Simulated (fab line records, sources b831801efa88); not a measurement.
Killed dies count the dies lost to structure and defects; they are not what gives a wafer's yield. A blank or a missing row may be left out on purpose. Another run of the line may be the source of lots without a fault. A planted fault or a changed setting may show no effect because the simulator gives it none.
Which tool did it? / flow sky130 / route of 708 steps, sampled at 1 step: 11 lots, 33 wafers

WHAT THE GAUGES SHOWED, per wafer
SKY_GATE_OXIDE_TW_MEAS_14.
lot=L416; measured=day 13 16:48; on=film-metro-03; GATE_OXIDE_TW=223.7 223.6 224.2
lot=L419; measured=day 15 08:53; on=film-metro-04; GATE_OXIDE_TW=229.7 227.8 227.8
lot=L420; measured=day 15 09:20; on=film-metro-03; GATE_OXIDE_TW=226.3 226.6 226.0
lot=L427; measured=day 17 17:32; on=film-metro-04; GATE_OXIDE_TW=228.2 227.9 228.7
lot=L426; measured=day 17 17:47; on=film-metro-04; GATE_OXIDE_TW=227.0 227.6 226.7
lot=L428; measured=day 18 07:20; on=film-metro-03; GATE_OXIDE_TW=223.7 225.4 224.3
lot=L429; measured=day 18 08:59; on=film-metro-04; GATE_OXIDE_TW=228.5 229.1 228.1
lot=L434; measured=day 21 00:19; on=film-metro-04; GATE_OXIDE_TW=227.6 228.0 227.7
lot=L435; measured=day 21 06:38; on=film-metro-01; GATE_OXIDE_TW=223.1 223.8 222.3
lot=L437; measured=day 21 20:14; on=film-metro-04; GATE_OXIDE_TW=229.3 227.3 228.5
lot=L438; measured=day 22 07:54; on=film-metro-01; GATE_OXIDE_TW=223.0 222.3 223.2

WHICH TOOL RAN EACH LOT (tool, then ch and the chambers of the sampled wafers, then the start)
Before these readings, the record contains no process step.

THE ANSWER, worked out from the rows above alone
Rule: the lots themselves supply what counts as usual. The widest of any qualifying gaps counts: lots, ordered by their means at a reading, are off when they make up no more than a third of the lots, leave a main group of 4 or more, and stand apart from it by 3 or more times the standard deviation of that group's means. A main group whose means are all the same, to the digits that the tables above print for the reading, isn't used. A lot without any number at a reading at which 4 lots or more have one is off too. Any other lot the step has rows for is counted as sound.
No lot is off at any reading shown: from this, nothing can be told.

WHAT WAS PUT IN BY THE SIMULATOR
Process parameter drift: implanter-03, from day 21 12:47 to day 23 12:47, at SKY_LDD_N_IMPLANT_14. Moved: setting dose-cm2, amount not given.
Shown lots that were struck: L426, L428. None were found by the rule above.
